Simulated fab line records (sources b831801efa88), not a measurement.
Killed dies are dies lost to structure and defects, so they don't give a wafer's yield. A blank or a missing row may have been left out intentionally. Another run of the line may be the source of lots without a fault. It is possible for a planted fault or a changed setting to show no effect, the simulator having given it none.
Problem report in the 8D (eight disciplines) form, filled by code + flow sky130 + the parts of the form that need people (team, actions taken, sign-off) are left out

1. THE PROBLEM
runLengthS at SKY_FIELD_ISO_ETCH_14 reads a mean of 52.4 s on 6 wafers of 2 lots; wafers without a fault read 74.1 s with a standard deviation of 0.39. That puts it -56 standard deviations away from the usual mean.
The step: etches BARC in N2/H2, stops on SiO2, time 45.9 s, target depth 60 nm.
First seen on wafer L902.1, day 3 08:58, on rieDiel-02. The record has a number at this step for 42 wafers belonging to 14 lots. Rule for "out" (also "out of limits"): further than 4 standard deviations from the usual mean. The other wafers with a number count as sound.

2. WHAT IT IS, WHAT IT ISN'T
| question                    | is                       | is not                                                                                                              |
|-----------------------------|--------------------------|---------------------------------------------------------------------------------------------------------------------|
| which readings at this step | runLengthS, oesProductAu | drypumpMotorCurrentA, h2FlowSccm                                                                                    |
| which lots                  | L902, L904               | L897, L899, L900, L907, L909, L913, L914, L916, L917, L918, L919, L920                                              |
| which wafers of those lots  | all that have a number   | -                                                                                                                   |
| read on which tools         | rieDiel-02               | rieDiel-01, rieDiel-04                                                                                              |
| when                        | from day 3 08:58         | up to then (9 sound wafers); but 27 sound wafers of L907, L909, L913, L914, L916, L917, L918, L919, L920 came after |

3. WHAT RULES OUT EACH SUSPECT
Counting: a tool at any process step up to the reading remains a suspect when it ran all the lots that are out and ran no sound lot after the first of those.
- rieDiel-02 at SKY_FIELD_ISO_ETCH_14 (etches BARC in N2/H2, stops on SiO2, time 45.9 s, target depth 60 nm): ruled out as a lasting fault. Sound lots L916 ran on it after its first lot that is out, L902 (day 3 08:58).
Left after counting: nothing in the record.

4. THE CAUSE (what the simulator had put in)
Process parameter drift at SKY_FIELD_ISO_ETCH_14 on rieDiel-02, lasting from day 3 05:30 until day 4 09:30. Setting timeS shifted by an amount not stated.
Counting ruled it out, wrongly.

5. SEQUENCE OF EFFECTS, ordered by route
Each row: a reading whose mean over the struck wafers that have a number lies more than 3 standard deviations from the usual. Only readings whose record carries a usual standard deviation are examined. hours: median over the lots of the time between each lot's start at the first step of this table that gives one and its start at this step. sigmas: the change, counted in usual standard deviations.
| hours | step                   | reading              | usual      | on struck wafers | change | sigmas |
|-------|------------------------|----------------------|------------|------------------|--------|--------|
| 0     | SKY_FIELD_ISO_ETCH_14  | oesProductAu         | 0.854 a.u. | 1.000            | +0.146 | +30    |
| 0     | SKY_FIELD_ISO_ETCH_14  | runLengthS           | 74.1 s     | 52.4             | -21.7  | -56    |
| 0     | SKY_FIELD_ISO_ETCH_15  | oesProductAu         | 0.946 a.u. | 0.376            | -0.571 | -88    |
| 0     | SKY_FIELD_ISO_ETCH_15  | throttleValvePct     | 8.844 %    | 8.671            | -0.173 | -18    |
| 0     | SKY_FIELD_ISO_STRIP_16 | stripTimeToEndpointS | 3.585 s    | 3.789            | +0.204 | +7.6   |
The process steps in it:
- SKY_FIELD_ISO_ETCH_14: etches BARC in N2/H2, stops on SiO2, time 45.9 s, target depth 60 nm.
- SKY_FIELD_ISO_ETCH_15: etches the open film in CHF3/O2, stops on Si, target depth 180 nm, time 72 s.
- SKY_FIELD_ISO_STRIP_16: strips in O2/N2.
Readings that are blank on the struck wafers while sound wafers have them: rfFwdPowerW at SKY_FIELD_ISO_ETCH_14.

6. HOW IT WOULD HAVE BEEN CAUGHT EARLIER
In this record the first reading out of limits was taken at day 3 08:58, 3 hours after the fault began at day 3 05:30.
